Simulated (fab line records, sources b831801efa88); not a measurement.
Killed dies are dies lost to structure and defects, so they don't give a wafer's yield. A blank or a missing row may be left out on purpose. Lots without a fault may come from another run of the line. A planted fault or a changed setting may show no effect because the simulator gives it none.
fab line records | flow sky130
record lots=13 wafers=39 last_day=50
route steps=708 shown METAL5@667 PASSIVATION@681 PAD_OPEN@702
lots that met no fault: from a run of the same line without faults
start_h: hours from the record's first day to the start of the lot's first wafer shown | wait_h: hours since the lot's step before | " the same as in the row above | L1.1+2: a row that stands for several wafers | - no value, or no start given | * or withheld: withheld | < > ~ a bound
route shown NAME@n: a module of which the file shows steps, and the number in the route of the first | usual: mean/standard deviation of fault-free wafers | same: alike in all rows | chamber/n: place in a boat | sites: the reading at each site | _std_site: their standard deviation | _edge_site: outer sites' mean less inner sites' | radius_mm: how far each site lies from the wafer's centre | mask NAME#n: copy n | behind: the tool/chamber that last shaped the wafer | hold: why the lot was held/for how many hours/how that ended | device: the transistor (n, p or np) that didn't switch | end of line: the same wafers' tests at the end of the route | a step without rows: its recipe alone | killed: dies lost to structure and defects at the first sort, not the wafer's yield | map: a wafer's dies, x killed, . not, _ none there
set.NAME: the setting as run; set.NAME@STEP: as run at that earlier step | model.NAME: the simulator's own value behind a step, which no gauge read
steps of the route over a sample of lots; a table a step, a row a wafer
services: from which hour (start_h, from the record's first day; less than 0 if before it) a tool's chamber was out of use, for how many hours, and why
## steps
# step SKY_METAL5_THK_MEAS_06
# recipe thk_meas_gauge=xrf reads=AlCu_of_METAL5_SPUTTER_02
# usual METAL5_ALCU_THK=1149/15
# columns lot.wafer tool chamber start_h wait_h METAL5_ALCU_THK[nm]
L903.1 film_metro-02 - 1004.31 0.1 1147
L903.5 " - " " 1162
L903.6 " - " " 1153
L904.1 film_metro-02 - 1008.48 0.1 1132
L904.2 " - " " 1137
L904.4 " - " " 1147
L905.2 film_metro-01 - 1017.59 0.1 1132
L905.4 " - " " 1126
L905.6 " - " " 1125
L906.1 film_metro-02 - 1026.39 0.1 1156
L906.4 " - " " 1148
L906.6 " - " " 1164
L908.1 film_metro-03 - 1046.83 0.1 1131
L908.2 " - " " 1133
L908.6 " - " " 1130
L910.1 film_metro-02 - 1058.77 0.1 1155
L910.2 " - " " 1146
L910.5 " - " " 1159
L915.1 film_metro-01 - 1084.22 0.1 1139
L915.3 " - " " 1151
L915.4 " - " " 1129
L918.2 film_metro-03 - 1094.24 0.1 1138
L918.3 " - " " 1146
L918.5 " - " " 1136
L920.1 film_metro-02 - 1116.17 0.1 1163
L920.5 " - " " 1162
L920.6 " - " " 1170
L921.1 film_metro-02 - 1117.00 0.1 1156
L921.3 " - " " 1148
L921.4 " - " " 1153
L922.1 film_metro-03 - 1126.19 0.1 1133
L922.3 " - " " 1134
L922.6 " - " " 1128
L923.1 film_metro-03 - 1128.93 0.1 1162
L923.3 " - " " 1156
L923.6 " - " " 1161
L924.1 film_metro-01 - 1136.26 0.1 1166
L924.4 " - " " 1169
L924.5 " - " " 1177
# step SKY_PASSIVATION_CVD_00
# recipe material=SiO2 target_thk_nm=90 temp_c=400 time_s=withheld rf_w=600
# usual heater_power_w=635/67
# columns lot.wafer tool chamber start_h wait_h heater_power_w
L903.1 pecvd-01 2 1027.86 0.0 662
L903.5 " 0 " " 579
L903.6 " 2 " " 668
L904.1 pecvd-03 2 1031.84 0.0 599
L904.2 " 0 " " 655
L904.4 " 0 " " 652
L905.2 pecvd-02 2 1040.79 0.0 617
L905.4 " 1 " " 511
L905.6 " 0 " " 753
L906.1 pecvd-03 0 1049.67 0.0 648
L906.4 " 2 " " 607
L906.6 " 1 " " 657
L908.1 pecvd-01 1 1068.85 0.0 634
L908.2 " 0 " " 587
L908.6 " 2 " " 617
L910.1 pecvd-03 0 1080.35 0.0 712
L910.2 " 1 " " 630
L910.5 " 1 " " 616
L915.1 pecvd-01 1 1105.25 0.0 656
L915.3 " 0 " " 639
L915.4 " 0 " " 634
L918.2 pecvd-03 1 1115.24 0.0 636
L918.3 " 2 " " 541
L918.5 " 1 " " 642
L920.1 pecvd-02 1 1136.20 0.0 526
L920.5 " 1 " " 535
L920.6 " 2 " " 682
L921.1 pecvd-03 2 1136.71 0.0 612
L921.3 " 2 " " 600
L921.4 " 0 " " 655
L922.1 pecvd-02 0 1145.16 0.0 790
L922.3 " 2 " " 656
L922.6 " 1 " " 475
L923.1 pecvd-03 2 1148.26 0.0 636
L923.3 " 0 " " 753
L923.6 " 1 " " 662
L924.1 pecvd-03 2 1155.57 0.0 519
L924.4 " 1 " " 640
L924.5 " 2 " " 531
# step SKY_PAD_OPEN_STRIP_08
# recipe chemistry=O2/N2 power_w=1400 pressure_mtorr=1500 platen_temp_c=withheld overash_fraction=0.7 o2_flow_sccm=3000 n2_flow_sccm=300
# usual drypump_motor_current_A=5.8/0.49 oes_product_au=0.663/0.0043
# same overash_fraction=0.7
# columns lot.wafer tool chamber start_h wait_h drypump_motor_current_A oes_product_au rf_hours_counter_h
L903.1 plasma_asher-02 1 1071.40 0.1 5.7 0.666 64
L903.5 " 1 " " 5.8 0.672 -
L903.6 " 0 " " 6.1 0.670 -
L904.1 plasma_asher-03 0 1075.65 0.1 4.9 0.663 34
L904.2 " 1 " " 5.7 0.669 34
L904.4 " 0 " " 4.9 0.663 -
L905.2 plasma_asher-03 1 1083.81 0.1 5.7 0.666 35
L905.4 " 0 " " 4.9 0.655 -
L905.6 " 0 " " 4.9 0.658 -
L906.1 plasma_asher-03 1 1090.90 0.1 5.7 0.663 36
L906.4 " 0 " " 4.9 0.665 -
L906.6 " 1 " " 5.8 0.663 -
L908.1 plasma_asher-02 0 1110.26 0.1 6.1 0.665 66
L908.2 " 1 " " 5.7 0.658 66
L908.6 " 0 " " 6.1 0.668 -
L910.1 plasma_asher-03 0 1121.36 0.1 4.9 0.658 40
L910.2 " 1 " " 5.8 0.658 40
L910.5 " 1 " " 5.8 0.660 -
L915.1 plasma_asher-01 0 1143.91 0.1 6.6 0.661 7
L915.3 " 0 " " 6.6 0.667 -
L915.4 " 1 " " 6.1 0.662 -
L918.2 plasma_asher-02 1 1152.86 0.1 5.7 0.668 69
L918.3 " 0 " " 6.1 0.669 -
L918.5 " 0 " " 6.1 0.657 -
L920.1 plasma_asher-03 0 1171.65 0.1 4.9 0.669 45
L920.5 " 0 " " 4.9 0.662 -
L920.6 " 1 " " 5.7 0.663 -
L921.1 plasma_asher-02 1 1172.35 0.1 5.7 0.667 71
L921.3 " 1 " " 5.8 0.669 -
L921.4 " 0 " " 6.1 0.657 -
L922.1 plasma_asher-02 1 1180.11 0.1 5.7 0.669 72
L922.3 " 1 " " 5.7 0.665 -
L922.6 " 0 " " 6.1 0.671 -
L923.1 plasma_asher-02 0 1182.30 0.1 6.1 0.669 72
L923.3 " 0 " " 6.1 0.668 -
L923.6 " 1 " " 5.7 0.665 -
L924.1 plasma_asher-01 1 1189.46 0.1 6.1 0.652 12
L924.4 " 0 " " 6.6 0.655 -
L924.5 " 1 " " 6.1 0.669 -
# step SKY_PAD_OPEN_STRIP_09
# recipe chemistry=post_etch_residue_remover time_s=1200 temp_c=72.5
# columns lot.wafer tool chamber start_h wait_h
L903.1+5+6 wet_bench-02 3 1071.50 0.1
L904.1+2+4 wet_bench-04 2 1075.75 0.1
L905.2+4+6 wet_bench-02 1 1083.91 0.1
L906.1+4+6 wet_bench-01 0 1091.00 0.1
L908.1+2+6 wet_bench-04 3 1110.36 0.1
L910.1+2+5 wet_bench-02 0 1121.46 0.1
L915.1+3+4 wet_bench-02 2 1144.16 0.2
L918.2+3+5 wet_bench-04 1 1152.99 0.1
L920.1+5+6 wet_bench-01 2 1171.84 0.2
L921.1+3+4 wet_bench-01 1 1172.45 0.1
L922.1+3+6 wet_bench-04 0 1180.21 0.1
L923.1+3+6 wet_bench-01 1 1182.40 0.1
L924.1+4+5 wet_bench-01 3 1189.56 0.1
# step SKY_PAD_OPEN_PROBE_99
# usual defect_limited_yield=82.4/1.8 killed_at_M0_to_M3=43/6.5 killed_at_M4_up=3.2/1.8 killed_at_contacts=24/5.2 killed_at_front_end=15/4 killed_at_other=0.4/0.69 killed_dies=86/8.7 killed_open=47/7 killed_short=39/5.7 sort_bin_3_pad_short=0.9/0.43 sort_bin_5_function=10.5/1.4 sort_bin_6_memory=6.2/1.2 sort_n_pass=406/8.7 sort_yield_pct=82.4/1.8
# same gross_dies=492 killed_at_back_side=0 sort_bin_4_leakage[%]=0 sort_bin_8_speed[%]=0
# columns lot.wafer tool chamber start_h wait_h defect_limited_yield[%] killed_at_M0_to_M3 killed_at_M4_up killed_at_contacts killed_at_front_end killed_at_other killed_dies killed_open killed_short sort_bin_3_pad_short[%] sort_bin_5_function[%] sort_bin_6_memory[%] sort_n_pass sort_yield_pct[%]
L910.1 prober-01 - 1123.72 0.1 80.3 59 3 18 17 0 97 59 38 1.2 11.8 6.7 395 80.3
L910.2 prober-01 - 1123.77 0.1 87.0 38 1 12 13 0 64 29 35 0.6 7.7 4.7 428 87.0
L910.5 prober-01 - 1123.92 0.2 82.7 44 5 19 16 1 85 46 38 1.0 10.0 6.3 407 82.7
L915.1 prober-02 - 1146.27 0.1 78.9 45 5 25 9 20 104 46 37 1.0 13.8 6.3 388 78.9
L915.3 prober-02 - 1146.37 0.2 80.5 42 3 22 8 21 96 47 27 1.4 11.8 6.3 396 80.5
L915.4 prober-02 - 1146.42 0.2 78.0 46 3 24 16 19 108 47 42 1.2 14.2 6.5 384 78.0
L921.1 prober-02 - 1174.57 0.1 83.7 36 4 29 11 0 80 44 36 0.4 10.6 5.3 412 83.7
L921.3 prober-02 - 1174.67 0.2 81.5 47 3 23 18 0 91 53 38 1.2 11.8 5.5 401 81.5
L921.4 prober-02 - 1174.72 0.2 82.7 44 1 20 20 0 85 57 28 0.4 10.2 6.7 407 82.7
L922.1 prober-01 - 1182.32 0.1 80.9 49 5 26 14 0 94 42 51 0.6 10.6 7.9 398 80.9
L922.3 prober-01 - 1182.42 0.2 82.5 46 5 25 10 0 86 51 35 1.0 9.8 6.7 406 82.5
L922.6 prober-01 - 1182.57 0.2 82.9 40 3 28 13 0 84 39 45 1.2 9.6 6.3 408 82.9
# killed by level:class
L910.1 VIA2:geometric_particle:open=16 VIA3:geometric_particle:open=12 VIA1:geometric_particle:open=8 CONTACT:geometric_particle:open=7 METAL3:geometric_particle:short=6 POLY_GATE:geometric_particle:short=5 SPACER:geometric_particle:open=5 LI_CONTACT:geometric_particle:short=4
L910.2 VIA1:geometric_particle:open=8 FIELD_ISO:geometric_particle:open=5 LI_CONTACT:geometric_particle:open=5 VIA2:geometric_particle:short=5 VIA2:geometric_particle:open=5 METAL2:geometric_particle:short=4 VIA3:geometric_particle:short=4 FIELD_ISO:geometric_particle:short=3
L910.5 VIA1:geometric_particle:open=10 CONTACT:geometric_particle:open=8 VIA2:geometric_particle:open=7 METAL3:geometric_particle:short=7 LI_CONTACT:geometric_particle:open=5 METAL2:geometric_particle:short=5 VIA3:geometric_particle:open=5 METAL4:geometric_particle:short=4
L915.1 PAD_OPEN:unspecified=20 VIA1:geometric_particle:open=12 CONTACT:geometric_particle:open=10 VIA3:geometric_particle:open=7 LOCAL_INTERCONNECT:geometric_particle:short=5 CONTACT:geometric_particle:short=5 METAL1:geometric_particle:short=5 VIA1:geometric_particle:short=5
L915.3 PAD_OPEN:unspecified=21 LI_CONTACT:geometric_particle:open=12 VIA1:geometric_particle:open=9 VIA2:geometric_particle:open=7 METAL1:geometric_particle:short=5 METAL2:geometric_particle:short=5 POLY_GATE:geometric_particle:open=4 CONTACT:geometric_particle:open=4
L915.4 PAD_OPEN:unspecified=19 VIA1:geometric_particle:open=11 LI_CONTACT:geometric_particle:open=8 VIA3:geometric_particle:open=8 METAL1:geometric_particle:short=7 CONTACT:geometric_particle:open=6 POLY_GATE:geometric_particle:short=5 VIA2:geometric_particle:open=5
L921.1 LI_CONTACT:geometric_particle:open=10 CONTACT:geometric_particle:open=8 VIA1:geometric_particle:open=7 VIA2:geometric_particle:open=6 METAL3:geometric_particle:short=4 LI_CONTACT:geometric_particle:short=4 LOCAL_INTERCONNECT:geometric_particle:short=4 METAL2:geometric_particle:short=4
L921.3 VIA1:geometric_particle:open=11 CONTACT:geometric_particle:open=8 VIA3:geometric_particle:open=8 POLY_GATE:geometric_particle:open=7 VIA2:geometric_particle:open=7 METAL2:geometric_particle:short=6 FIELD_ISO:geometric_particle:short=4 FIELD_ISO:geometric_particle:open=4
L921.4 VIA1:geometric_particle:open=16 LI_CONTACT:geometric_particle:open=10 VIA3:geometric_particle:open=8 VIA2:geometric_particle:open=7 POLY_GATE:geometric_particle:short=5 FIELD_ISO:geometric_particle:short=4 FIELD_ISO:geometric_particle:open=4 POLY_GATE:geometric_particle:open=4
L922.1 VIA1:geometric_particle:open=10 METAL1:geometric_particle:short=9 VIA2:geometric_particle:open=8 CONTACT:geometric_particle:open=7 POLY_GATE:geometric_particle:short=6 METAL4:geometric_particle:short=5 LI_CONTACT:geometric_particle:open=5 LOCAL_INTERCONNECT:geometric_particle:short=5
L922.3 CONTACT:geometric_particle:open=10 VIA1:geometric_particle:open=10 VIA2:geometric_particle:open=8 METAL2:geometric_particle:short=6 VIA3:geometric_particle:open=5 FIELD_ISO:geometric_particle:open=4 LOCAL_INTERCONNECT:geometric_particle:short=4 VIA1:geometric_particle:short=4
L922.6 CONTACT:geometric_particle:open=11 VIA1:geometric_particle:short=7 VIA3:geometric_particle:open=7 LI_CONTACT:geometric_particle:open=6 LOCAL_INTERCONNECT:geometric_particle:short=6 METAL2:geometric_particle:short=6 VIA1:geometric_particle:open=5 CONTACT:geometric_particle:short=4
## services
# columns tool chamber start_h hours kind
plasma_asher-03 - 1015.32 1.2 repair
plasma_asher-03 - 1022.37 0.9 repair
plasma_asher-02 - 1037.32 2.9 repair
plasma_asher-01 - 1051.87 19.1 repair
pecvd-01 2 1057.92 2.1 scheduled_down
pecvd-02 - 1058.82 5.5 pm
plasma_asher-01 - 1070.98 9.0 pm
plasma_asher-01 0 1070.98 9.0 vent_cycle
plasma_asher-01 1 1070.98 9.0 vent_cycle
pecvd-03 - 1074.10 2.8 pm
wet_bench-01 - 1074.20 2.2 repair
pecvd-03 - 1079.47 0.6 repair
plasma_asher-01 0 1079.98 - clean
plasma_asher-02 - 1081.84 28.1 pm
plasma_asher-01 - 1092.00 2.8 pm
wet_bench-01 - 1094.91 3.3 repair
pecvd-02 2 1098.24 3.4 repair
pecvd-02 1 1098.64 5.5 scheduled_down
pecvd-03 1 1125.44 16.6 repair
pecvd-02 0 1134.12 2.1 scheduled_down
plasma_asher-02 - 1135.33 5.1 repair
pecvd-01 - 1165.52 3.1 repair
pecvd-02 0 1180.62 - clean
pecvd-02 0 1180.62 - consumable_replace:showerhead
## key
first_sign step=SKY_PAD_OPEN_PROBE_99 reading=killed_at_other direction=up sigmas=20 usual=0.4 struck=20
effect step=SKY_PAD_OPEN_PROBE_99 reading=sort_bin_5_function direction=up sigmas=2.1 usual=10.5 struck=13.3 wafers_moved=1
met_at SKY_PAD_OPEN_STRIP_09
struck_lots L915
struck_wafers L915.1,L915.3,L915.4
not_acting_at SKY_METAL5_THK_MEAS_06,SKY_PASSIVATION_CVD_00,SKY_PAD_OPEN_STRIP_08
fault kind=chamber_particle_source tool=wet_bench-02 chamber=2 onset_h=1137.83 steps=SKY_PAD_OPEN_STRIP_09 rate_per_visit_cm2=0.41369 end_h=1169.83
